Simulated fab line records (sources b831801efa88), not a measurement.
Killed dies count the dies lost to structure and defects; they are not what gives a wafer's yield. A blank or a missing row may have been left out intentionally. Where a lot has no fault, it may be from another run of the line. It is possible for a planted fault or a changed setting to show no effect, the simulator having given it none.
Which tool did it? ; flow gf180mcu ; 33 wafers from 11 lots sampled at 5 of the route's 602 steps

## WHAT THE GAUGES READ, wafer by wafer
GF_MIM_THK_MEAS_06.
lot;measured;on;MIM_CVD_05_THK (nm)
L140;day 24 06:13;film-metro-04;41.5 41.6 42.5
L143;day 25 08:43;film-metro-04;42.5 42.5 42.5
L146;day 26 09:54;film-metro-02;41.2 42.1 42.1
L148;day 27 02:38;film-metro-04;41.8 42.2 42.5
L149;day 27 14:14;film-metro-03;41.4 41.7 42.0
L150;day 28 06:26;film-metro-04;41.9 42.1 42.3
L153;day 28 17:19;film-metro-04;41.4 41.8 42.4
L157;day 30 02:11;film-metro-02;41.4 50.6 42.4 41.5 50.6 42.3
L161;day 31 00:03;film-metro-04;42.5 43.0 42.4
L162;day 31 07:19;film-metro-03;42.2 41.9 42.5
L163;day 31 14:08;film-metro-04;41.3 41.6 41.8

## TOOL THAT RAN EACH LOT (tool first, then ch and the chambers of the sampled wafers, then the start)
lot;GF_M4_SPUTTER_04;GF_M4_METAL_ETCH_16;GF_M4_STRIP_17;GF_MIM_CVD_05
L140;pvd-sputter-04, day 22 04:16;rie-metal-02 ch 0,1, day 23 03:49;plasma-asher-03 ch 0,1, day 23 03:56;pecvd-02 ch 0,2, day 24 06:11
L143;pvd-sputter-01, day 23 09:46;rie-metal-04 ch 0,1, day 24 07:51;plasma-asher-01 ch 0, day 24 07:58;pecvd-02 ch 0,1, day 25 08:41
L146;pvd-sputter-01, day 24 12:41;rie-metal-04 ch 0,1, day 25 09:47;plasma-asher-04 ch 0,1, day 25 09:54;pecvd-02 ch 0,1,2, day 26 09:51
L148;pvd-sputter-02, day 25 05:40;rie-metal-04 ch 0,1, day 26 02:31;plasma-asher-04 ch 0,1, day 26 02:38;pecvd-01 ch 0,1,2, day 27 02:36
L149;pvd-sputter-02, day 25 17:16;rie-metal-04 ch 0,1, day 26 14:53;plasma-asher-03 ch 0,1, day 26 15:00;pecvd-01 ch 0,2, day 27 14:11
L150;pvd-sputter-02, day 26 11:14;rie-metal-02 ch 0, day 27 07:25;plasma-asher-01 ch 0,1, day 27 07:32;pecvd-02 ch 0,2, day 28 06:23
L153;pvd-sputter-01, day 26 22:37;rie-metal-04 ch 0,1, day 27 18:42;plasma-asher-04 ch 0,1, day 27 18:49;pecvd-03 ch 0,2, day 28 17:17
L157;pvd-sputter-04, day 28 09:45;rie-metal-04 ch 0, day 29 04:45;plasma-asher-04 ch 0,1, day 29 04:56;pecvd-02 ch 0,1,2, day 30 02:08
L161;pvd-sputter-02, day 29 07:42;rie-metal-04 ch 0,1, day 30 03:06;plasma-asher-03 ch 0,1, day 30 03:13;pecvd-03 ch 0,1,2, day 31 00:00
L162;pvd-sputter-04, day 29 15:59;rie-metal-04 ch 0,1, day 30 10:18;plasma-asher-04 ch 0,1, day 30 10:25;pecvd-03 ch 1,2, day 31 07:17
L163;pvd-sputter-01, day 29 23:13;rie-metal-02 ch 0,1, day 30 17:13;plasma-asher-04 ch 0,1, day 30 17:20;pecvd-01 ch 0,2, day 31 14:05
- GF_M4_SPUTTER_04: material TiN, target thk 50 nm, time 41.7 s.
- GF_M4_METAL_ETCH_16: etches the open film in Cl2/BCl3, stops on SiO2, target depth 627.5 nm, time 104.6 s.
- GF_M4_STRIP_17: strips in O2/N2.
- GF_MIM_CVD_05: deposits Si3N4, target thk 42 nm, time 29.086 s.

## WHAT THE TOOLS THEMSELVES READ (means of the sampled wafers that have a number; where no wafer has one, the mark that the record gives instead)
GF_M4_SPUTTER_04.
lot;tool;throttle-valve-pct (%)
L140;pvd-sputter-04;28.8
L143;pvd-sputter-01;30.2
L146;pvd-sputter-01;30.2
L148;pvd-sputter-02;29.8
L149;pvd-sputter-02;30.9
L150;pvd-sputter-02;30.4
L153;pvd-sputter-01;29.8
L157;pvd-sputter-04;29.4
L161;pvd-sputter-02;30.4
L162;pvd-sputter-04;28.4
L163;pvd-sputter-01;29.7

GF_M4_METAL_ETCH_16.
lot;tool;drypump-motor-current-A (A);he-backside-leak-sccm (sccm);oes-product-au (a.u.);throttle-valve-pct (%)
L140;rie-metal-02;5.9;3.29;0.976;28.253
L143;rie-metal-04;5.5;3.28;0.964;28.257
L146;rie-metal-04;6.0;3.38;0.973;28.241
L148;rie-metal-04;5.5;3.21;0.971;28.248
L149;rie-metal-04;5.5;3.31;0.972;28.247
L150;rie-metal-02;6.2;3.24;0.972;28.245
L153;rie-metal-04;6.0;3.18;0.968;28.256
L157;rie-metal-04;6.4;3.30;0.971;28.256
L161;rie-metal-04;5.9;3.22;0.977;28.255
L162;rie-metal-04;6.0;3.35;0.976;28.241
L163;rie-metal-02;5.9;3.29;0.968;28.251

GF_M4_STRIP_17.
lot;tool;drypump-motor-current-A (A);heater-power-w (W);n2-flow-sccm (sccm);oes-product-au (a.u.);strip-time-to-endpoint-s (s)
L140;plasma-asher-03;5.7;328;300.1;0.558;7.83
L143;plasma-asher-01;5.4;282;300.6;0.560;7.90
L146;plasma-asher-04;5.6;357;301.0;0.553;7.85
L148;plasma-asher-04;5.6;354;300.6;0.554;7.82
L149;plasma-asher-03;5.7;334;299.9;0.552;7.86
L150;plasma-asher-01;6.1;283;300.8;0.554;7.86
L153;plasma-asher-04;5.7;358;299.0;0.557;7.85
L157;plasma-asher-04;6.0;350;299.4;0.557;7.82
L161;plasma-asher-03;5.7;330;300.1;0.561;7.88
L162;plasma-asher-04;6.0;352;300.0;0.554;7.84
L163;plasma-asher-04;6.0;349;299.5;0.555;7.87

GF_MIM_CVD_05.
lot;tool;heater-power-w (W);run-length-s (s);susceptor-temp-C (C)
L140;pecvd-02;615;56.9;385.16
L143;pecvd-02;612;56.9;385.13
L146;pecvd-02;687;56.7;384.99
L148;pecvd-01;603;57.1;385.04
L149;pecvd-01;591;57.2;385.09
L150;pecvd-02;687;56.8;385.09
L153;pecvd-03;695;57.3;385.03
L157;pecvd-02;651;59.0;385.02
L161;pecvd-03;632;57.2;384.95
L162;pecvd-03;655;57.3;384.97
L163;pecvd-01;706;57.3;385.07

## THE ANSWER, worked out from the rows above alone
Rule: what is usual is taken from the lots themselves. Put in order of their means at a reading, lots are off if they are a third of the lots or fewer, leave a main group of 4 or more, and stand apart from it by a gap of 3 or more times the standard deviation of the main group's means; of several such gaps the widest counts. Not used: any main group whose means are identical at the precision the tables above print for the reading. Also off: a lot with no number at a reading for which 4 or more lots have one. Any other lot the step has rows for is counted as sound. The gauges are gone through in route order, then the tools' own readings, and for those a lot's mean is taken as printed above. The first step at which some lot is off is used, and at that step the reading that is off furthest; a lot without a number counts as furthest.
Off: L157, seen at GF_MIM_THK_MEAS_06 (MIM_CVD_05_THK). Main group: mean 42.0 nm, sd 0.33.
A tool fits if, at a process step before that reading, it ran every lot that is off, and no sound lot after the first of them. The gauges at GF_MIM_THK_MEAS_06 aren't tried: what is off there is off at GF_MIM_CVD_05 too, on other tools, and a gauge's error can't cause that. One fits: GF_MIM_CVD_05 on pecvd-02. Its last sound lot is L150 (day 28 06:23), its first lot that is off L157 (day 30 02:08): a fault that began between those two fits.
On the lots that are off, the tool's own readings at GF_MIM_CVD_05 differ by more than 5 times the standard deviation of the sound lots' means, which bears it out; run-length-s reads 59.0 s there versus 57.1 s on the sound lots.

## WHAT HAD BEEN PUT IN BY THE SIMULATOR
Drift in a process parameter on pecvd-02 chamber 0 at GF_MIM_CVD_05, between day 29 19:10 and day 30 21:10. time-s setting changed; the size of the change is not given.
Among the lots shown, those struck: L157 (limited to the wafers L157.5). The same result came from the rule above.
